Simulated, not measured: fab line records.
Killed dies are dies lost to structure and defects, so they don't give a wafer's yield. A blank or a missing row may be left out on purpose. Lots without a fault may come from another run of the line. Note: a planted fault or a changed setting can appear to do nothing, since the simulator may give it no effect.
Which tool is to blame?	flow sky130	24 lots, 72 wafers sampled, at 6 steps of a route of 708

## WHAT THE GAUGES SHOWED, per wafer
SKY_CAP2M_THK_MEAS_01.
lot	measured	on	CAP2M_CVD_00_THK (nm)
L074	day 39 10:34	film metro-01	15.26 15.33 15.22
L075	day 39 11:34	film metro-03	14.99 15.22 15.37
L076	day 40 01:34	film metro-03	15.26 15.04 15.54
L077	day 41 15:47	film metro-02	15.45 15.82 15.74
L078	day 42 02:25	film metro-03	15.49 15.45 15.62
L079	day 41 23:41	film metro-03	15.49 15.80 15.80
L080	day 42 07:05	film metro-03	15.27 15.37 15.24
L081	day 42 12:34	film metro-02	15.30 15.47 15.36
L082	day 42 16:26	film metro-02	15.64 15.72 15.64
L083	day 42 21:47	film metro-03	15.57 15.44 15.46
L084	day 42 20:22	film metro-01	14.90 15.06 15.23
L085	day 43 11:55	film metro-01	14.81 15.30 15.45
L086	day 43 08:44	film metro-03	15.29 15.06 15.78
L087	day 43 14:09	film metro-03	15.29 15.42 15.55
L088	day 43 21:50	film metro-01	15.22 15.53 15.66
L089	day 44 01:32	film metro-02	15.15 15.27 15.21
L090	day 44 09:11	film metro-01	15.38 14.98 15.71
L091	day 44 10:40	film metro-02	15.42 15.48 15.76
L092	day 44 18:26	film metro-02	15.49 15.37 15.60
L093	day 44 22:43	film metro-01	15.06 15.24 15.49
L094	day 45 10:59	film metro-01	15.32 15.28 15.43
L095	day 45 16:07	film metro-01	15.06 15.26 15.53
L096	day 45 16:29	film metro-01	15.51 15.37 15.77
L097	day 45 23:08	film metro-03	15.36 15.31 15.12

SKY_VIA4_THK_MEAS_01.
lot	measured	on	VIA4_HDPCVD_THK (nm)
L074	day 41 12:08	film metro-03	1755 1758 1754
L075	day 41 14:38	film metro-03	1748 1760 1768
L076	day 42 03:19	film metro-03	1781 1759 1764
L077	day 43 15:30	film metro-04	1760 1773 1756
L078	day 44 01:16	film metro-03	1744 1751 1773
L079	day 43 23:49	film metro-01	1773 1745 1760
L080	day 44 06:26	film metro-03	1714 1742 1733
L081	day 44 11:31	film metro-03	1772 1745 1780
L082	day 44 15:35	film metro-03	1764 1750 1738
L083	day 44 20:21	film metro-04	1756 1755 1729
L084	day 44 18:49	film metro-04	1747 1716 1719
L085	day 45 10:16	film metro-03	1768 1783 1755
L086	day 45 06:47	film metro-01	1769 1757 1772
L087	day 45 11:38	film metro-03	1761 1737 1752
L088	day 45 19:37	film metro-03	1763 1771 1777
L089	day 45 22:41	film metro-04	1760 1760 1750
L090	day 46 05:46	film metro-03	1776 1757 1779
L091	day 46 06:46	film metro-04	1764 1799 1772
L092	day 46 13:02	film metro-04	1785 1800 1780
L093	day 46 18:12	film metro-04	1723 1733 1727
L094	day 47 05:51	film metro-03	1759 1764 1741
L095	day 47 11:20	film metro-04	1761 1743 1750
L096	day 47 11:38	film metro-04	1757 1757 1752
L097	day 47 18:55	film metro-04	1749 1730 1749

## WHICH TOOL RAN EACH LOT (tool, then ch and the chambers of the sampled wafers, then the start)
lot	SKY_FIELD_ISO_ETCH_15	SKY_VT_ADJUST_HVTR_STRIP_10	SKY_POLY_GATE_ETCH_15	SKY_CAPM_METAL_ETCH_13
L074	rie diel-01 ch 0,2,3, day 2 05:37	plasma asher-02 ch 0,1, day 9 05:20	rie diel-04 ch 1,2,3, day 15 23:42	rie metal-02 ch 1, day 37 03:15
L075	rie diel-02 ch 0,1, day 2 09:08	plasma asher-01 ch 0,1, day 9 13:35	rie diel-03 ch 1,3, day 16 08:05	rie metal-01 ch 0,1, day 37 05:21
L076	rie diel-04 ch 0,2, day 2 14:05	plasma asher-02 ch 0,1, day 9 20:58	rie diel-01 ch 0,2, day 16 18:57	rie metal-02 ch 0,1, day 37 19:42
L077	rie diel-04 ch 0,2, day 2 20:44	plasma asher-04 ch 0,1, day 11 09:39	rie diel-03 ch 0,2,3, day 18 13:19	rie metal-01 ch 0,1, day 39 10:41
L078	rie diel-02 ch 0,3, day 3 01:49	plasma asher-01 ch 0,1, day 11 20:58	rie diel-03 ch 1,2,3, day 19 08:25	rie metal-01 ch 1, day 39 22:29
L079	rie diel-04 ch 0,3, day 3 05:40	plasma asher-02 ch 0, day 11 18:47	rie diel-01 ch 1,2, day 19 02:54	rie metal-04 ch 0, day 39 19:17
L080	rie diel-01 ch 1,2,3, day 3 12:13	plasma asher-04 ch 0,1, day 12 02:47	rie diel-04 ch 1,2,3, day 19 11:33	rie metal-01 ch 1, day 40 02:52
L081	rie diel-04 ch 1,2,3, day 3 18:44	plasma asher-02 ch 0,1, day 12 09:02	rie diel-04 ch 0,2,3, day 19 20:42	rie metal-01 ch 0, day 40 08:47
L082	rie diel-02 ch 0,1,3, day 4 04:47	plasma asher-01 ch 0,1, day 12 13:40	rie diel-04 ch 1,3, day 20 02:37	rie metal-02 ch 0,1, day 40 12:40
L083	rie diel-04 ch 0,1,3, day 4 04:58	plasma asher-02 ch 0,1, day 12 14:43	rie diel-01 ch 0,2,3, day 20 05:31	rie metal-02 ch 0,1, day 40 18:26
L084	rie diel-02 ch 0,1,2, day 4 10:45	plasma asher-02 ch 0,1, day 12 16:04	rie diel-04 ch 1,3, day 20 04:49	rie metal-04 ch 0,1, day 40 17:50
L085	rie diel-04 ch 0,2,3, day 4 23:49	plasma asher-02 ch 0,1, day 13 08:25	rie diel-01 ch 0,1,2, day 21 04:55	rie metal-04 ch 0,1, day 41 07:55
L086	rie diel-02 ch 2,3, day 5 00:02	plasma asher-04 ch 0,1, day 13 06:41	rie diel-04 ch 1,2,3, day 21 00:18	rie metal-02 ch 0,1, day 41 06:10
L087	rie diel-02 ch 1,3, day 5 03:35	plasma asher-04 ch 0,1, day 13 14:37	rie diel-01 ch 1,2,3, day 21 08:48	rie metal-01 ch 0,1, day 41 11:30
L088	rie diel-04 ch 0,1,3, day 5 07:23	plasma asher-01 ch 0,1, day 13 18:46	rie diel-01 ch 0,1,3, day 21 15:52	rie metal-01 ch 0,1, day 41 20:23
L089	rie diel-01 ch 1,2,3, day 5 13:18	plasma asher-04 ch 0,1, day 14 07:28	rie diel-01 ch 1,2, day 22 00:01	rie metal-02 ch 0,1, day 41 23:44
L090	rie diel-02 ch 0,1,2, day 5 15:44	plasma asher-02 ch 0,1, day 14 08:43	rie diel-01 ch 1,2,3, day 22 04:27	rie metal-02 ch 0,1, day 42 07:55
L091	rie diel-01 ch 0,1,2, day 5 21:01	plasma asher-02 ch 1, day 14 14:23	rie diel-04 ch 0,1,3, day 22 11:39	rie metal-04 ch 0, day 42 09:20
L092	rie diel-01 ch 2,3, day 6 04:05	plasma asher-01 ch 0, day 14 23:23	rie diel-01 ch 1,2,3, day 22 20:58	rie metal-01 ch 0,1, day 42 16:38
L093	rie diel-02 ch 0,1,2, day 6 07:50	plasma asher-04 ch 0,1, day 15 02:32	rie diel-01 ch 0,1, day 23 03:43	rie metal-02 ch 0,1, day 42 22:30
L094	rie diel-04 ch 0,3, day 6 13:56	plasma asher-01 ch 0,1, day 15 18:59	rie diel-01 ch 1,3, day 23 19:18	rie metal-01 ch 0,1, day 43 10:34
L095	rie diel-04 ch 0,1,3, day 6 17:19	plasma asher-01 ch 1, day 16 02:08	rie diel-03 ch 0,1,2, day 24 02:42	rie metal-02 ch 1, day 43 15:57
L096	rie diel-02 ch 0,3, day 6 23:50	plasma asher-01 ch 0,1, day 16 06:29	rie diel-03 ch 0,1,2, day 24 06:16	rie metal-04 ch 0,1, day 43 18:06
L097	rie diel-01 ch 0,2,3, day 7 05:50	plasma asher-04 ch 0,1, day 16 11:16	rie diel-01 ch 0,1,3, day 24 16:25	rie metal-04 ch 0,1, day 44 00:14
- SKY_FIELD_ISO_ETCH_15: etches the open film in CHF3/O2, stops on Si, target depth 180 nm, time 72 s.
- SKY_VT_ADJUST_HVTR_STRIP_10: strips in O2/N2.
- SKY_POLY_GATE_ETCH_15: etches BARC in N2/H2, stops on SiO2, time 118.5 s, target depth 110 nm.
- SKY_CAPM_METAL_ETCH_13: etches TiN in Cl2/BCl3, stops on SiO2, target depth 220 nm, time 62.9 s.

## AS READ BY THE TOOLS THEMSELVES (means over the sampled wafers that have a number; for cases with no such wafer, the mark the record gives instead)
SKY_FIELD_ISO_ETCH_15.
lot	tool	chamber pressure mTorr (mTorr)	drypump motor current A (A)	oes product au (a.u.)	throttle valve pct (%)
L074	rie diel-01	39.98	5.3	0.950	8.848
L075	rie diel-02	39.98	6.2	0.952	8.850
L076	rie diel-04	40.02	5.6	0.942	8.847
L077	rie diel-04	39.96	5.6	0.943	8.839
L078	rie diel-02	39.99	6.0	0.933	8.841
L079	rie diel-04	39.99	6.1	0.946	8.849
L080	rie diel-01	39.99	5.7	0.936	8.845
L081	rie diel-04	39.98	6.0	0.952	8.843
L082	rie diel-02	40.01	6.2	0.946	8.837
L083	rie diel-04	39.99	6.1	0.941	8.839
L084	rie diel-02	39.98	6.2	0.938	8.839
L085	rie diel-04	39.99	5.8	0.944	8.848
L086	rie diel-02	40.04	6.4	0.946	8.850
L087	rie diel-02	40.03	6.5	0.946	8.844
L088	rie diel-04	39.98	6.1	0.962	8.843
L089	rie diel-01	40.01	5.7	0.946	8.847
L090	rie diel-02	40.00	6.2	0.940	8.838
L091	rie diel-01	40.02	5.2	0.947	8.841
L092	rie diel-01	40.00	5.4	0.947	8.842
L093	rie diel-02	39.99	6.1	0.949	8.850
L094	rie diel-04	40.00	6.1	0.950	8.845
L095	rie diel-04	39.98	6.1	0.951	8.848
L096	rie diel-02	40.00	6.0	0.950	8.853
L097	rie diel-01	40.03	5.3	0.942	8.839

SKY_VT_ADJUST_HVTR_STRIP_10.
lot	tool	chamber pressure mTorr (mTorr)	drypump motor current A (A)	o2 flow sccm (sccm)	oes product au (a.u.)	strip time to endpoint s (s)
L074	plasma asher-02	1499.2	6.2	3000	0.714	14.22
L075	plasma asher-01	1500.4	5.7	3003	0.713	14.28
L076	plasma asher-02	1498.5	6.1	3005	0.716	14.16
L077	plasma asher-04	1499.9	5.4	2994	0.716	14.17
L078	plasma asher-01	1499.7	5.3	3000	0.717	14.21
L079	plasma asher-02	1499.9	5.9	2999	0.716	14.17
L080	plasma asher-04	1500.0	5.5	2999	0.716	14.22
L081	plasma asher-02	1499.2	6.1	3001	0.716	14.16
L082	plasma asher-01	1501.6	5.7	2998	0.714	14.21
L083	plasma asher-02	1500.5	6.1	2994	0.718	14.22
L084	plasma asher-02	1500.4	6.2	2994	0.713	14.18
L085	plasma asher-02	1500.2	6.2	3003	0.711	14.25
L086	plasma asher-04	1500.7	5.5	2995	0.713	14.28
L087	plasma asher-04	1500.3	5.4	3003	0.715	14.26
L088	plasma asher-01	1500.0	5.7	3002	0.714	14.17
L089	plasma asher-04	1499.1	5.4	3000	0.715	14.21
L090	plasma asher-02	1500.8	6.1	2996	0.715	14.27
L091	plasma asher-02	1500.6	6.4	2998	0.711	14.23
L092	plasma asher-01	1499.3	6.0	3003	0.714	14.17
L093	plasma asher-04	1499.9	5.4	2983	0.720	14.18
L094	plasma asher-01	1499.5	5.3	3003	0.717	14.19
L095	plasma asher-01	1500.1	4.9	2994	0.716	14.27
L096	plasma asher-01	1498.7	5.6	3007	0.715	14.18
L097	plasma asher-04	1501.3	5.4	2998	0.716	14.21

SKY_POLY_GATE_ETCH_15.
lot	tool	chamber pressure mTorr (mTorr)	drypump motor current A (A)	oes product au (a.u.)	throttle valve pct (%)
L074	rie diel-04	30.00	6.0	0.712	13.212
L075	rie diel-03	29.99	5.2	0.721	13.217
L076	rie diel-01	30.02	4.9	0.715	13.215
L077	rie diel-03	30.01	5.1	0.724	13.207
L078	rie diel-03	30.01	5.4	0.716	13.214
L079	rie diel-01	30.02	5.6	0.717	13.217
L080	rie diel-04	29.99	6.0	0.718	13.221
L081	rie diel-04	29.97	5.8	0.712	13.216
L082	rie diel-04	29.98	6.3	0.712	13.214
L083	rie diel-01	30.00	5.3	0.718	13.214
L084	rie diel-04	29.98	6.2	0.720	13.215
L085	rie diel-01	30.02	5.2	0.716	13.219
L086	rie diel-04	30.02	6.0	0.716	13.215
L087	rie diel-01	30.03	5.7	0.717	13.210
L088	rie diel-01	30.01	5.7	0.714	13.211
L089	rie diel-01	29.98	5.6	0.719	13.205
L090	rie diel-01	30.01	5.7	0.718	13.206
L091	rie diel-04	30.00	6.1	0.717	13.211
L092	rie diel-01	29.99	5.7	0.718	13.202
L093	rie diel-01	30.01	5.2	0.721	13.213
L094	rie diel-01	30.00	6.2	0.711	13.206
L095	rie diel-03	29.99	5.5	0.719	13.211
L096	rie diel-03	29.98	5.5	0.715	13.215
L097	rie diel-01	29.98	5.7	0.717	13.208

SKY_CAPM_METAL_ETCH_13.
lot	tool	chamber pressure mTorr (mTorr)	drypump motor current A (A)	oes product au (a.u.)	throttle valve pct (%)
L074	rie metal-02	10.004	5.6	0.929	21.913
L075	rie metal-01	9.993	4.9	0.941	21.904
L076	rie metal-02	10.005	5.5	0.927	21.907
L077	rie metal-01	10.007	5.1	0.946	21.906
L078	rie metal-01	10.008	4.7	0.933	21.912
L079	rie metal-04	9.994	5.9	0.940	21.900
L080	rie metal-01	9.996	4.7	0.943	21.897
L081	rie metal-01	9.991	5.3	0.933	21.902
L082	rie metal-02	9.999	5.6	0.949	21.903
L083	rie metal-02	9.999	5.6	0.947	21.880
L084	rie metal-04	9.997	5.5	0.941	21.906
L085	rie metal-04	10.002	5.5	0.950	21.902
L086	rie metal-02	10.004	5.6	0.942	21.908
L087	rie metal-01	10.006	5.1	0.938	21.895
L088	rie metal-01	10.008	4.9	0.942	21.897
L089	rie metal-02	10.006	5.6	0.930	21.899
L090	rie metal-02	9.994	5.6	0.936	21.899
L091	rie metal-04	10.003	5.9	0.941	21.907
L092	rie metal-01	10.002	4.9	0.944	21.900
L093	rie metal-02	9.999	5.6	0.937	21.901
L094	rie metal-01	9.999	5.1	0.936	21.906
L095	rie metal-02	9.995	5.7	0.939	21.908
L096	rie metal-04	10.002	5.4	0.952	21.890
L097	rie metal-04	10.002	5.5	0.939	21.908

## THE ANSWER, worked out from the rows above alone
Rule: what is usual is taken from the lots themselves. Put in order of their means at a reading, lots are off if they are a third of the lots or fewer, leave a main group of 4 or more, and stand apart from it by a gap of 3 or more times the standard deviation of the main group's means; of several such gaps the widest counts. A main group whose means are all the same, to the digits that the tables above print for the reading, isn't used. A lot without any number at a reading at which 4 lots or more have one is off too. All remaining lots with rows at the step are treated as sound. After the gauges, taken in route order, come the tools' own readings; for these a lot's mean is taken, as printed above. At the first step where some lot is off, the reading lying furthest off is the one used; lots without a number count as furthest.
No lot is off at any reading shown: from this, nothing can be told.

## WHAT THE SIMULATOR HAD PUT IN
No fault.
